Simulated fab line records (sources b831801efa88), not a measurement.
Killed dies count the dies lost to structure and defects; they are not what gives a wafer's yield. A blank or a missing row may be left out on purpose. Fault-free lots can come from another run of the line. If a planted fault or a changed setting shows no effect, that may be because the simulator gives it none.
A struck lot beside a sound one -- flow sfqLine -- 14 steps out of a route of 325
Sound: the wafers L895.1, L895.2, L895.6. Struck: wafer L900.1 (left out: L900.2, a lot-mate that was not struck); the cause follows at the end.
Each step with rows lists, per side, the tool, then ch with its chambers, then its first start. Under that, the readings that differ: sound wafers -- struck wafers -- difference of the means -- sigmas: that difference in standard deviations of wafers without a fault.
alike: words and numbers the same on both sides, and readings whose means are apart by under 2 such deviations; not compared: readings that were withheld, readings missing a value for some wafer, numbers with overlapping values and no deviation given by the record, and bounds like >300 which may hide the same value.
The two part at a step that has a row with sigmas, a row that says differs or no value, or rows on one side only. Numbers that don't overlap but have no deviation are shown without sigmas and don't part them. Lack of a reading on every wafer of one side parts them only where that side has two or more wafers.

first, 1 step without rows for these wafers: SFQ_TRILAYER_JJ_ANODIZE_ANODIZE_119.
SFQ_TRILAYER_JJ_CE_STRIP_STRIP_120: strips in O2.
  sound on rieMetal-02 ch 0,1, day 64 01:08; struck on rieMetal-04 ch 1, day 64 10:02
  alike: chamberPressureMTorr, drypumpMotorCurrentA, oesProductAu, platenTempC
  not compared: rfHoursCounterH
then, 7 steps without rows for these wafers: SFQ_TRILAYER_JJ_CE_STRIP_SOLV_CLEAN_121 (cleans in NMP, time 600 s); SFQ_TRILAYER_M5_LITHO_COAT_128 (resist thk 62 nm); SFQ_TRILAYER_M5_LITHO_COAT_123 (resist thk 600 nm); SFQ_TRILAYER_M5_LITHO_SOFTBAKE_127; SFQ_TRILAYER_M5_LITHO_EXPOSE_124 (exposes mask M5, target cd 700 nm); SFQ_TRILAYER_M5_LITHO_PEB_126 (peb time 60 s); SFQ_TRILAYER_M5_LITHO_DEVELOP_125 (time 60 s).
-- the record jumps here: 5 days lie between the struck wafers' starts before and after --
SFQ_M5_OVL_MEAS_932:
  struck on overlay-01, day 69 00:12; sound on overlay-02, day 68 12:12
  alike: M5_OVL
SFQ_TRILAYER_M5_BARC_OPEN_METAL_ETCH_161: etches BARC in O2, target depth 125 nm, time 41.7 s.
  sound on rieMetal-03 ch 0,1, day 68 12:14; struck on rieMetal-03 ch 0, day 69 00:14
  alike: chamberPressureMTorr, drypumpMotorCurrentA, oesProductAu
  not compared: rfHoursCounterH
SFQ_TRILAYER_M5_ETCH_METAL_ETCH_126: etches Nb in Cl2/BCl3, stops on SiO2, time 203.2 s, target depth 265 nm.
  sound on rieMetal-03 ch 0,1, day 68 12:18; struck on rieMetal-03 ch 0, day 69 00:18
  alike: chamberPressureMTorr, drypumpMotorCurrentA, oesProductAu
  not compared: rfHoursCounterH
SFQ_TRILAYER_M5_STRIP_STRIP_127: strips in O2.
  sound on rieMetal-03 ch 0,1, day 68 12:29; struck on rieMetal-03 ch 0, day 69 00:29
reading,sound,struck,difference,sigmas
platenTempC (C),40.08 39.89 39.92,40.59,+0.63,+5
  alike: chamberPressureMTorr, drypumpMotorCurrentA, oesProductAu
  not compared: rfHoursCounterH
then, 1 step without rows for these wafers: SFQ_TRILAYER_M5_STRIP_SOLV_CLEAN_128 (cleans in NMP, time 600 s).

WHERE THEY PART
SFQ_TRILAYER_M5_STRIP_STRIP_127 only, going by this record.

WHY: what the simulator had put in
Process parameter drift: rieMetal-03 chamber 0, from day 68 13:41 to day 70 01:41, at SFQ_TRILAYER_M5_STRIP_STRIP_127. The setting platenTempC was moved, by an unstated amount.
